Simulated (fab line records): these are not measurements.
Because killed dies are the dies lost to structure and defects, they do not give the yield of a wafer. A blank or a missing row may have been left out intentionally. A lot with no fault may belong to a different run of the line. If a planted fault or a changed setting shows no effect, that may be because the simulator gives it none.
fab line records | flow gf180mcu
record: lots: 13 | wafers: 39 | last_day: 34
route steps=602 shown M3@410 V3@431
lots with no fault: from the same line, run without faults
start_h: hours from the record's opening day to when the first of the lot's shown wafers began | wait_h: hours elapsed since this lot's preceding step | " same as the row above | L1.1+2: a row that stands for several wafers | - no value, or no start was given | * or withheld: withheld | < > ~ a bound
route shown NAME@n: a module of which the file shows steps, and the number in the route of the first | usual: mean and standard deviation over wafers with no fault | same: alike in all rows | chamber/n: place in a boat | sites: readings site by site | _std_site: standard deviation of those values | _edge_site: inner sites' mean taken away from outer sites' mean | radius_mm: how far each site lies from the wafer's centre | mask NAME#n: copy n | behind: the most recent tool/chamber to have shaped the wafer | hold: what put the lot on hold/how long, in hours/how the hold closed | device: names the non-switching transistor (n, p or np) | end of line: the same wafers' tests at the end of the route | where a step has no rows: the recipe by itself | killed: not the wafer's yield, but the dies lost to structure and defects at the first sort | map: the dies of a wafer, with x for killed, . for not killed, _ for no die there
set.NAME: the setting the step ran with; set.NAME@STEP: the setting that earlier step ran with | model.NAME: the simulator's own value behind a step, which no gauge read
one table for each step of the route and one row for each wafer, over a sample of lots
services: the hour from which a tool's chamber was out of use, counted from the record's first day as start_h (under 0 if before that day), plus the number of hours and why
== steps ==
step: GF_M3_SPUTTER_01
recipe: material: TiN | target_thk_nm: 30 | power_w: 6500 | time_s: 25 | chamber_pressure_pa: 0.4
usual: throttle_valve_pct: 29.6/0.99
lot.wafer | tool           | chamber | start_h | wait_h | throttle_valve_pct
L485.3    | pvd_sputter-04 | -       | 471.53  | 0.1    | 31.7
L485.4    | "              | -       | "       | "      | 29.9
L485.5    | "              | -       | "       | "      | 31.3
L486.2    | pvd_sputter-02 | -       | 477.60  | 0.1    | 29.2
L486.4    | "              | -       | "       | "      | 28.7
L486.6    | "              | -       | "       | "      | 28.0
L487.1    | pvd_sputter-04 | -       | 491.48  | 0.1    | 29.3
L487.3    | "              | -       | "       | "      | 31.3
L487.4    | "              | -       | "       | "      | 30.3
L488.3    | pvd_sputter-04 | -       | 492.70  | 0.1    | 30.3
L488.5    | "              | -       | "       | "      | 28.6
L488.6    | "              | -       | "       | "      | 30.0
L491.1    | pvd_sputter-02 | -       | 519.87  | 0.1    | 28.2
L491.4    | "              | -       | "       | "      | 29.4
L491.6    | "              | -       | "       | "      | 28.4
L498.1    | pvd_sputter-01 | -       | 583.13  | 0.1    | 30.7
L498.2    | "              | -       | "       | "      | 31.3
L498.3    | "              | -       | "       | "      | 28.8
L500.1    | pvd_sputter-02 | -       | 592.79  | 0.1    | 29.9
L500.4    | "              | -       | "       | "      | 28.5
L500.5    | "              | -       | "       | "      | 29.8
L501.1    | pvd_sputter-02 | -       | 605.63  | 0.1    | 28.9
L501.2    | "              | -       | "       | "      | 29.2
L501.6    | "              | -       | "       | "      | 28.3
L502.3    | pvd_sputter-02 | -       | 608.28  | 0.1    | 29.7
L502.4    | "              | -       | "       | "      | 28.7
L502.6    | "              | -       | "       | "      | 28.6
L505.2    | pvd_sputter-02 | -       | 629.42  | 0.1    | 28.4
L505.3    | "              | -       | "       | "      | 30.1
L505.5    | "              | -       | "       | "      | 30.1
L506.4    | pvd_sputter-02 | -       | 636.47  | 0.0    | 28.7
L506.5    | "              | -       | "       | "      | 28.4
L506.6    | "              | -       | "       | "      | 30.1
L507.1    | pvd_sputter-01 | -       | 638.11  | 0.1    | 30.5
L507.3    | "              | -       | "       | "      | 31.4
L507.4    | "              | -       | "       | "      | 30.1
L508.3    | pvd_sputter-04 | -       | 642.74  | 0.1    | 29.7
L508.5    | "              | -       | "       | "      | 28.3
L508.6    | "              | -       | "       | "      | 30.1
step: GF_M3_RS_MEAS_05
recipe: thk_meas_gauge: four-point-probe | reads: TiN_of_M3_SPUTTER_04+Ti_of_M3_SPUTTER_03+AlCu_of_M3_SPUTTER_02+TiN_of_M3_SPUTTER_01+Ti_of_M3_SPUTTER_00
usual: M3_ALCU_RS: 0.0695/0.00065
lot.wafer | tool          | chamber | start_h | wait_h | M3_ALCU_RS[ohm/sq]
L485.3    | film_metro-03 | -       | 471.69  | 0.1    | 0.0696
L485.4    | "             | -       | "       | "      | 0.0691
L485.5    | "             | -       | "       | "      | 0.0691
L486.2    | film_metro-03 | -       | 477.74  | 0.0    | 0.0693
L486.4    | "             | -       | "       | "      | 0.0697
L486.6    | "             | -       | "       | "      | 0.0694
L487.1    | film_metro-03 | -       | 491.60  | 0.0    | 0.0699
L487.3    | "             | -       | "       | "      | 0.0702
L487.4    | "             | -       | "       | "      | 0.0699
L488.3    | film_metro-02 | -       | 492.86  | 0.1    | 0.0696
L488.5    | "             | -       | "       | "      | 0.0694
L488.6    | "             | -       | "       | "      | 0.0695
L491.1    | film_metro-01 | -       | 519.99  | 0.0    | 0.0698
L491.4    | "             | -       | "       | "      | 0.0697
L491.6    | "             | -       | "       | "      | 0.0693
L498.1    | film_metro-01 | -       | 583.25  | 0.0    | 0.0709
L498.2    | "             | -       | "       | "      | 0.0703
L498.3    | "             | -       | "       | "      | 0.0708
L500.1    | film_metro-03 | -       | 592.91  | 0.0    | 0.0690
L500.4    | "             | -       | "       | "      | 0.0691
L500.5    | "             | -       | "       | "      | 0.0692
L501.1    | film_metro-01 | -       | 605.75  | 0.0    | 0.0696
L501.2    | "             | -       | "       | "      | 0.0691
L501.6    | "             | -       | "       | "      | 0.0689
L502.3    | film_metro-03 | -       | 608.44  | 0.1    | 0.0702
L502.4    | "             | -       | "       | "      | 0.0704
L502.6    | "             | -       | "       | "      | 0.0710
L505.2    | film_metro-03 | -       | 629.56  | 0.0    | 0.0685
L505.3    | "             | -       | "       | "      | 0.0688
L505.5    | "             | -       | "       | "      | 0.0699
L506.4    | film_metro-03 | -       | 636.63  | 0.1    | 0.0691
L506.5    | "             | -       | "       | "      | 0.0689
L506.6    | "             | -       | "       | "      | 0.0697
L507.1    | film_metro-01 | -       | 638.23  | 0.0    | 0.0699
L507.3    | "             | -       | "       | "      | 0.0702
L507.4    | "             | -       | "       | "      | 0.0695
L508.3    | film_metro-02 | -       | 642.90  | 0.1    | 0.0691
L508.5    | "             | -       | "       | "      | 0.0698
L508.6    | "             | -       | "       | "      | 0.0692
step: GF_V3_CVD_02
recipe: material: SiO2 | target_thk_nm: 850 | precursor: TEOS | temp_c: 400 | time_s: 94.851 | rf_w: 600
usual: heater_power_w: 684/87 | rf_fwd_power_W: 596.5/2.2
lot.wafer | tool     | chamber | start_h | wait_h | heater_power_w | rf_fwd_power_W
L485.3    | pecvd-04 | 1       | 496.08  | 0.0    | 779            | 600.1
L485.4    | "        | 2       | "       | "      | 543            | 596.5
L485.5    | "        | 0       | "       | "      | 787            | 595.9
L486.2    | pecvd-03 | 0       | 502.96  | 0.0    | 654            | 595.2
L486.4    | "        | 2       | "       | "      | 806            | 595.5
L486.6    | "        | 0       | "       | "      | 719            | 594.0
L487.1    | pecvd-03 | 0       | 515.56  | 0.1    | 730            | 594.2
L487.3    | "        | 1       | "       | "      | 729            | 595.1
L487.4    | "        | 2       | "       | "      | 766            | 598.6
L488.3    | pecvd-03 | 0       | 516.85  | 0.0    | 758            | 595.0
L488.5    | "        | 0       | "       | "      | 614            | 594.4
L488.6    | "        | 1       | "       | "      | 606            | 595.0
L491.1    | pecvd-01 | 0       | 543.43  | 0.1    | 792            | 594.3
L491.4    | "        | 0       | "       | "      | 845            | 595.0
L491.6    | "        | 2       | "       | "      | 687            | 597.5
L498.1    | pecvd-01 | 1       | 605.27  | 0.1    | 582            | 595.3
L498.2    | "        | 2       | "       | "      | 655            | 600.2
L498.3    | "        | 0       | "       | "      | 717            | 595.4
L500.1    | pecvd-01 | 2       | 614.42  | 0.1    | 718            | 599.1
L500.4    | "        | 0       | "       | "      | 673            | 594.8
L500.5    | "        | 2       | "       | "      | 551            | 598.2
L501.1    | pecvd-03 | 0       | 626.85  | 0.1    | 683            | 589.6
L501.2    | "        | 2       | "       | "      | 791            | 597.2
L501.6    | "        | 1       | "       | "      | 660            | 596.9
L502.3    | pecvd-01 | 1       | 629.97  | 0.0    | 605            | 597.5
L502.4    | "        | 0       | "       | "      | 794            | 594.2
L502.6    | "        | 2       | "       | "      | 695            | 598.6
L505.2    | pecvd-01 | 0       | 650.18  | 0.0    | 770            | 594.8
L505.3    | "        | 1       | "       | "      | 616            | 595.6
L505.5    | "        | 2       | "       | "      | 686            | 597.2
L506.4    | pecvd-01 | 0       | 657.76  | 0.1    | 674            | 591.8
L506.5    | "        | 1       | "       | "      | 628            | 598.9
L506.6    | "        | 2       | "       | "      | 558            | 598.3
L507.1    | pecvd-03 | 0       | 659.16  | 0.1    | 655            | 594.9
L507.3    | "        | 2       | "       | "      | 800            | 595.0
L507.4    | "        | 0       | "       | "      | 700            | 595.9
L508.3    | pecvd-01 | 1       | 663.82  | 0.0    | 593            | 595.7
L508.5    | "        | 0       | "       | "      | 790            | 598.0
L508.6    | "        | 2       | "       | "      | 682            | 597.7
step: GF_V3_CMP_04
recipe: material: SiO2 | down_force_psi: 4 | platen_rpm: 60 | pad_velocity_m_s: 0.94248
usual: edge_zone_pressure_frac: 1.000/0.0045 | motor_current_A: 11.4/0.93 | time_to_endpoint_s: 80/4.9
lot.wafer | tool   | chamber | start_h | wait_h | edge_zone_pressure_frac | motor_current_A | time_to_endpoint_s
L485.3    | cmp-01 | 2       | 496.31  | 0.1    | 1.000                   | 10.5            | 81
L485.4    | "      | 3       | "       | "      | 0.999                   | 11.5            | 81
L485.5    | "      | 0       | "       | "      | 0.999                   | 10.8            | 85
L486.2    | cmp-01 | 1       | 503.09  | 0.0    | 0.993                   | 11.8            | 83
L486.4    | "      | 0       | "       | "      | 0.995                   | 10.9            | 82
L486.6    | "      | 2       | "       | "      | 1.002                   | 10.5            | 86
L487.4    | cmp-01 | 3       | 515.69  | 0.0    | 1.004                   | 10.8            | 78
L487.3    | "      | 0       | "       | "      | 1.004                   | 11.0            | 76
L487.1    | "      | 2       | "       | "      | 0.999                   | 11.1            | 75
L488.3    | cmp-01 | 3       | 517.13  | 0.2    | 1.009                   | 11.9            | 73
L488.6    | "      | 0       | "       | "      | 1.002                   | 10.8            | 78
L488.5    | "      | 1       | "       | "      | 1.010                   | 10.9            | 76
L491.1    | cmp-01 | 0       | 543.56  | 0.1    | 1.002                   | 10.5            | 19
L491.4    | "      | 3       | "       | "      | 0.996                   | 11.6            | 80
L491.6    | "      | 0       | "       | "      | 1.000                   | 10.5            | 27
L498.2    | cmp-01 | 2       | 605.53  | 0.2    | 1.007                   | 11.5            | 80
L498.3    | "      | 3       | "       | "      | 1.001                   | 11.8            | 79
L498.1    | "      | 1       | "       | "      | 0.995                   | 11.4            | 88
L500.4    | cmp-02 | 0       | 614.66  | 0.1    | 1.004                   | 12.7            | 86
L500.1    | "      | 1       | "       | "      | 1.002                   | 14.0            | 80
L500.5    | "      | 2       | "       | "      | 1.003                   | 11.3            | 88
L501.1    | cmp-01 | 0       | 626.98  | 0.1    | 1.001                   | 10.8            | 81
L501.2    | "      | 2       | "       | "      | 1.001                   | 10.9            | 76
L501.6    | "      | 1       | "       | "      | 0.992                   | 11.1            | 82
L502.4    | cmp-02 | 1       | 630.10  | 0.0    | 1.001                   | 13.7            | 87
L502.3    | "      | 3       | "       | "      | 1.001                   | 11.8            | 83
L502.6    | "      | 1       | "       | "      | 0.997                   | 14.8            | 86
L505.2    | cmp-01 | 2       | 650.31  | 0.0    | 0.999                   | 10.3            | 82
L505.3    | "      | 1       | "       | "      | 1.001                   | 11.0            | 87
L505.5    | "      | 3       | "       | "      | 0.997                   | 12.3            | 83
L506.4    | cmp-02 | 0       | 657.85  | 0.0    | 0.997                   | 12.5            | 84
L506.5    | "      | 0       | "       | "      | 0.997                   | 12.2            | 86
L506.6    | "      | 1       | "       | "      | 1.007                   | 14.1            | 84
L507.4    | cmp-01 | 1       | 659.34  | 0.1    | 0.995                   | 10.9            | 83
L507.1    | "      | 2       | "       | "      | 1.005                   | 11.1            | 76
L507.3    | "      | 3       | "       | "      | 1.005                   | 11.1            | 77
L508.3    | cmp-01 | 1       | 663.95  | 0.0    | 0.996                   | 11.1            | 86
L508.5    | "      | 1       | "       | "      | 1.003                   | 12.2            | 87
L508.6    | "      | 2       | "       | "      | 1.002                   | 10.9            | 88
step: GF_V3_ETCH_17
recipe: chemistry: C4F8/O2/Ar | mask_material: KrF | target: SiO2 | stop_on: TiN | source_w: 1500 | bias_w: 1200 | pressure_mtorr: 40 | c4f8_flow_sccm: withheld | O2_flow_sccm: 6 | Ar_flow_sccm: 300 | time_s: withheld | target_depth_a: 6350
usual: oes_product_au: 0.856/0.0047 | rf_fwd_power_W: 1492/5.4
lot.wafer | tool        | chamber | start_h | wait_h | oes_product_au | rf_fwd_power_W
L485.3    | rie_diel-01 | 3       | -       | -      | 0.858          | 1488
L485.4    | "           | 2       | "       | "      | 0.851          | 1483
L485.5    | "           | 0       | "       | "      | 0.860          | 1499
L486.2    | rie_diel-02 | 2       | -       | -      | 0.854          | 1490
L486.4    | "           | 1       | "       | "      | 0.858          | 1495
L486.6    | "           | 1       | "       | "      | 0.848          | 1489
L487.1    | rie_diel-04 | 3       | -       | -      | 0.851          | 1493
L487.3    | "           | 0       | "       | "      | 0.854          | 1487
L487.4    | "           | 2       | "       | "      | 0.848          | 1484
L488.3    | rie_diel-02 | 3       | -       | -      | 0.864          | 1494
L488.5    | "           | 0       | "       | "      | 0.861          | 1495
L488.6    | "           | 3       | "       | "      | 0.851          | 1490
L491.1    | rie_diel-01 | 0       | -       | -      | 0.970          | 1500
L491.4    | "           | 3       | "       | "      | 0.852          | 1480
L491.6    | "           | 1       | "       | "      | 0.970          | 1488
L498.1    | rie_diel-01 | 3       | -       | -      | 0.853          | 1482
L498.2    | "           | 2       | "       | "      | 0.848          | 1490
L498.3    | "           | 0       | "       | "      | 0.860          | 1494
L500.1    | rie_diel-01 | 1       | -       | -      | 0.856          | 1490
L500.4    | "           | 2       | "       | "      | 0.857          | 1486
L500.5    | "           | 1       | "       | "      | 0.856          | 1493
L501.1    | rie_diel-04 | 3       | -       | -      | 0.858          | 1502
L501.2    | "           | 0       | "       | "      | 0.857          | 1490
L501.6    | "           | 0       | "       | "      | 0.856          | 1499
L502.3    | rie_diel-01 | 0       | -       | -      | 0.857          | 1490
L502.4    | "           | 3       | "       | "      | 0.856          | 1488
L502.6    | "           | 2       | "       | "      | 0.853          | 1491
L505.2    | rie_diel-01 | 3       | -       | -      | 0.856          | 1490
L505.3    | "           | 0       | "       | "      | 0.861          | 1495
L505.5    | "           | 3       | "       | "      | 0.856          | 1484
L506.4    | rie_diel-01 | 0       | -       | -      | 0.854          | 1496
L506.5    | "           | 1       | "       | "      | 0.861          | 1493
L506.6    | "           | 3       | "       | "      | 0.857          | 1483
L507.1    | rie_diel-04 | 3       | -       | -      | 0.865          | 1491
L507.3    | "           | 1       | "       | "      | 0.856          | 1488
L507.4    | "           | 2       | "       | "      | 0.861          | 1487
L508.3    | rie_diel-01 | 3       | -       | -      | 0.859          | 1491
L508.5    | "           | 1       | "       | "      | 0.854          | 1489
L508.6    | "           | 0       | "       | "      | 0.857          | 1491
== services ==
tool           | chamber | start_h | hours | kind
pecvd-03       | 2       | 452.11  | 8.4   | repair
pvd_sputter-02 | -       | 460.66  | 10.0  | repair
pvd_sputter-04 | -       | 476.23  | 8.7   | repair
pecvd-01       | 2       | 493.21  | 26.9  | repair
pvd_sputter-04 | -       | 523.45  | 3.9   | repair
pvd_sputter-04 | -       | 523.56  | 88.6  | repair
pvd_sputter-02 | -       | 526.69  | 1.0   | repair
pecvd-03       | 2       | 541.15  | 6.8   | repair
pecvd-03       | 1       | 546.10  | 31.0  | repair
cmp-01         | -       | 546.59  | 2.0   | repair
rie_diel-01    | 3       | 549.90  | 3.4   | repair
cmp-01         | -       | 557.27  | 2.8   | repair
rie_diel-01    | 2       | 557.50  | 6.3   | repair
pecvd-03       | -       | 591.12  | 14.0  | pm
cmp-01         | -       | 593.89  | 2.2   | repair
cmp-01         | -       | 609.93  | 0.2   | repair
rie_diel-01    | 3       | 610.90  | 4.5   | repair
cmp-01         | -       | 613.42  | 6.4   | pm
pecvd-03       | -       | 639.64  | 5.6   | repair
pecvd-03       | -       | 641.98  | 0.9   | repair
rie_diel-01    | 1       | 646.54  | 17.4  | repair
cmp-01         | -       | 670.49  | 2.2   | repair
rie_diel-01    | 2       | 676.99  | 16.6  | repair
pvd_sputter-02 | -       | 683.85  | 3.8   | repair
== key ==
first_sign: step: GF_V3_CMP_04 | reading: time_to_endpoint_s | direction: down | sigmas: 12 | usual: * | struck: *
effect: step: GF_V3_ETCH_17 | reading: oes_product_au | direction: up | sigmas: 24 | usual: 0.856 | struck: 0.970
met_at GF_V3_CMP_04
struck_lots L491
struck_wafers L491.1,L491.6
sort_left_out L491.1,L491.6
not_acting_at GF_M3_SPUTTER_01,GF_M3_RS_MEAS_05,GF_V3_CVD_02
onset_between 517.13 543.56
fault: kind: process_parameter_drift | tool: cmp-01 | chamber: 0 | onset_h: 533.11 | steps: GF_V3_CMP_04 | channel: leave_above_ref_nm | offset: 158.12 | shape: step | end_h: 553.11 | acts_in: these_recipes_only | stated: 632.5
sort_left_out: the simulated sort isn't trusted on such a fault, so these wafers' sort isn't shown, and their yield isn't known
